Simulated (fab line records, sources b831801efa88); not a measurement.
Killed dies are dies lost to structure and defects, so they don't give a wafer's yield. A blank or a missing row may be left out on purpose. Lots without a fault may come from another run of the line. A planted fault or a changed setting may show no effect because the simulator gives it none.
Which tool did it? | flow gf180mcu | 13 lots, 39 wafers sampled, at 5 steps of a route of 602

WHAT THE GAUGES READ, wafer by wafer
GF_VT_IMPLANT_RS_MEAS_46: measures by four-point-probe.
lot  | measured     | on            | MVSD_RS (ohm/sq)
L987 | day 7 16:22  | film_metro-02 | 456.1 456.2 456.3
L988 | day 7 22:58  | film_metro-03 | 457.4 455.7 457.2
L991 | day 8 20:00  | film_metro-02 | 458.0 459.5 459.2
L993 | day 9 12:40  | film_metro-02 | 456.4 455.1 454.8
L994 | day 10 00:40 | film_metro-01 | 457.3 457.1 457.2
L995 | day 10 00:58 | film_metro-02 | 452.6 451.0 451.4
L997 | day 10 17:32 | film_metro-01 | 453.7 451.5 452.8
L100 | day 11 12:43 | film_metro-01 | 454.8 454.6 456.7
L104 | day 12 11:34 | film_metro-01 | 458.2 457.4 457.8
L107 | day 13 05:34 | film_metro-01 | 457.8 457.8 457.9
L108 | day 13 10:25 | film_metro-01 | 456.6 456.6 457.0
L109 | day 13 18:16 | film_metro-01 | 457.9 457.9 459.0
L110 | day 14 03:38 | film_metro-02 | 454.6 455.6 454.6

GF_HV_LDD_OVL_MEAS_20.
lot  | measured     | on         | HV_LDD_01_OVL (nm)
L987 | day 10 21:00 | overlay-01 | -3.8 -2.1 -1.3
L988 | day 11 06:59 | overlay-01 | 0.1 -0.6 -0.7
L991 | day 12 08:59 | overlay-01 | 1.5 -0.7 2.0
L993 | day 13 03:59 | overlay-02 | 0.4 0.0 1.1
L994 | day 13 19:26 | overlay-02 | -2.3 -1.0 -1.7
L995 | day 13 19:44 | overlay-01 | -1.0 2.8 2.6
L997 | day 14 08:21 | overlay-02 | 2.0 0.1 1.8
L100 | day 15 05:27 | overlay-01 | -0.5 0.0 1.0
L104 | day 16 09:36 | overlay-02 | -0.8 0.6 0.0
L107 | day 17 05:29 | overlay-02 | -0.9 -2.2 -3.0
L108 | day 17 10:38 | overlay-01 | -1.4 0.7 -1.0
L109 | day 18 01:05 | overlay-01 | -0.1 0.9 -0.9
L110 | day 18 08:17 | overlay-01 | 0.4 0.6 0.2

WHICH TOOL RAN EACH LOT (tool, then ch and the chambers of the sampled wafers, then the start)
lot  | GF_MVSD_IMPLANT_09              | GF_POLY_GATE_ETCH_13             | GF_POLY_GATE_STRIP_14
L987 | implanter-01 ch 0, day 4 10:28  | rie_si-02 ch 1,2, day 9 07:59    | plasma_asher-04 ch 0, day 9 08:02
L988 | implanter-03 ch 0, day 4 17:04  | rie_si-01 ch 0,1, day 9 15:08    | plasma_asher-03 ch 0,1, day 9 15:11
L991 | implanter-03 ch 0, day 5 11:49  | rie_si-02 ch 0,3, day 10 14:23   | plasma_asher-03 ch 0,1, day 10 14:26
L993 | implanter-03 ch 0, day 6 01:29  | rie_si-02 ch 0,1,3, day 11 11:32 | plasma_asher-01 ch 0,1, day 11 11:35
L994 | implanter-01 ch 0, day 6 07:43  | rie_si-02 ch 0,2,3, day 12 02:04 | plasma_asher-01 ch 0,1, day 12 02:07
L995 | implanter-03 ch 0, day 6 12:20  | rie_si-01 ch 2,3, day 12 01:59   | plasma_asher-03 ch 0,1, day 12 02:02
L997 | implanter-03 ch 0, day 7 00:38  | rie_si-01 ch 0,3, day 12 13:13   | plasma_asher-01 ch 0,1, day 12 13:16
L100 | implanter-01 ch 0, day 7 16:58  | rie_si-01 ch 0,3, day 13 09:13   | plasma_asher-01 ch 0,1, day 13 09:18
L104 | implanter-02 ch 0, day 8 15:37  | rie_si-02 ch 1,3, day 14 11:58   | plasma_asher-03 ch 0,1, day 14 12:04
L107 | implanter-03 ch 0, day 9 08:23  | rie_si-01 ch 0,3, day 15 05:50   | plasma_asher-01 ch 0,1, day 15 05:53
L108 | implanter-01 ch 0, day 9 13:50  | rie_si-01 ch 0,2,3, day 15 11:28 | plasma_asher-03 ch 0,1, day 15 11:31
L109 | implanter-01 ch 0, day 9 18:43  | rie_si-01 ch 1,2,3, day 16 00:20 | plasma_asher-01 ch 0,1, day 16 00:23
L110 | implanter-03 ch 0, day 10 02:17 | rie_si-02 ch 0,2, day 16 08:08   | plasma_asher-04 ch 1, day 16 08:11
- GF_MVSD_IMPLANT_09
- GF_POLY_GATE_ETCH_13: etches poly-Si in HBr/Cl2, stops on SiO2, target depth 198.5 nm, time 69.6 s.
- GF_POLY_GATE_STRIP_14: strips in O2/N2.

WHAT THE TOOLS THEMSELVES READ (means of the sampled wafers that have a number; where no wafer has one, the mark that the record gives instead)
GF_MVSD_IMPLANT_09.
lot  | tool         | dose_ions_cm2
L987 | implanter-01 | 5e+12
L988 | implanter-03 | 5e+12
L991 | implanter-03 | 5e+12
L993 | implanter-03 | 5e+12
L994 | implanter-01 | 5e+12
L995 | implanter-03 | 5e+12
L997 | implanter-03 | 5e+12
L100 | implanter-01 | 5e+12
L104 | implanter-02 | 5e+12
L107 | implanter-03 | 5e+12
L108 | implanter-01 | 5e+12
L109 | implanter-01 | 5e+12
L110 | implanter-03 | 5e+12

GF_POLY_GATE_ETCH_13.
lot  | tool      | bias_w (W) | drypump_motor_current_A (A) | oes_product_au (a.u.) | throttle_valve_pct (%)
L987 | rie_si-02 | 100.1      | 5.3                         | 0.982                 | 33.678
L988 | rie_si-01 | 99.9       | 5.8                         | 0.993                 | 33.683
L991 | rie_si-02 | 100.2      | 6.0                         | 0.996                 | 33.684
L993 | rie_si-02 | 100.1      | 5.8                         | 0.983                 | 33.681
L994 | rie_si-02 | 100.2      | 5.7                         | 0.991                 | 33.676
L995 | rie_si-01 | 100.1      | 6.3                         | 0.974                 | 33.690
L997 | rie_si-01 | 99.5       | 6.2                         | 0.980                 | 33.684
L100 | rie_si-01 | 99.7       | 6.1                         | 0.990                 | 33.681
L104 | rie_si-02 | 100.1      | 5.5                         | 0.995                 | 33.682
L107 | rie_si-01 | 99.8       | 6.1                         | 0.986                 | 33.677
L108 | rie_si-01 | 100.0      | 6.2                         | 0.981                 | 33.690
L109 | rie_si-01 | 100.1      | 6.1                         | 0.984                 | 33.684
L110 | rie_si-02 | 100.0      | 5.5                         | 0.992                 | 33.683

GF_POLY_GATE_STRIP_14.
lot  | tool            | drypump_motor_current_A (A) | heater_power_w (W) | oes_product_au (a.u.)
L987 | plasma_asher-04 | 5.7                         | 357                | 0.505
L988 | plasma_asher-03 | 6.0                         | 346                | 0.501
L991 | plasma_asher-03 | 6.3                         | 326                | 0.502
L993 | plasma_asher-01 | 5.7                         | 346                | 0.505
L994 | plasma_asher-01 | 5.7                         | 344                | 0.509
L995 | plasma_asher-03 | 6.0                         | 343                | 0.504
L997 | plasma_asher-01 | 6.0                         | 352                | 0.506
L100 | plasma_asher-01 | 6.0                         | 351                | 0.509
L104 | plasma_asher-03 | 6.3                         | 325                | 0.502
L107 | plasma_asher-01 | 5.7                         | 350                | 0.501
L108 | plasma_asher-03 | 6.3                         | 326                | 0.504
L109 | plasma_asher-01 | 5.7                         | 347                | 0.507
L110 | plasma_asher-04 | 6.3                         | 335                | 0.501

THE ANSWER, worked out from the rows above alone
Rule: what is usual is taken from the lots themselves. Put in order of their means at a reading, lots are off if they are a third of the lots or fewer, leave a main group of 4 or more, and stand apart from it by a gap of 3 or more times the standard deviation of the main group's means; of several such gaps the widest counts. A main group whose means are all the same, to the digits that the tables above print for the reading, isn't used. A lot without any number at a reading at which 4 lots or more have one is off too. The other lots that the step has rows for count as sound. The gauges are gone through in route order, then the tools' own readings, and for those a lot's mean is taken as printed above. The first step at which some lot is off is used, and at that step the reading that is off furthest; a lot without a number counts as furthest.
No lot is off at any reading shown: from this, nothing can be told.

WHAT THE SIMULATOR HAD PUT IN
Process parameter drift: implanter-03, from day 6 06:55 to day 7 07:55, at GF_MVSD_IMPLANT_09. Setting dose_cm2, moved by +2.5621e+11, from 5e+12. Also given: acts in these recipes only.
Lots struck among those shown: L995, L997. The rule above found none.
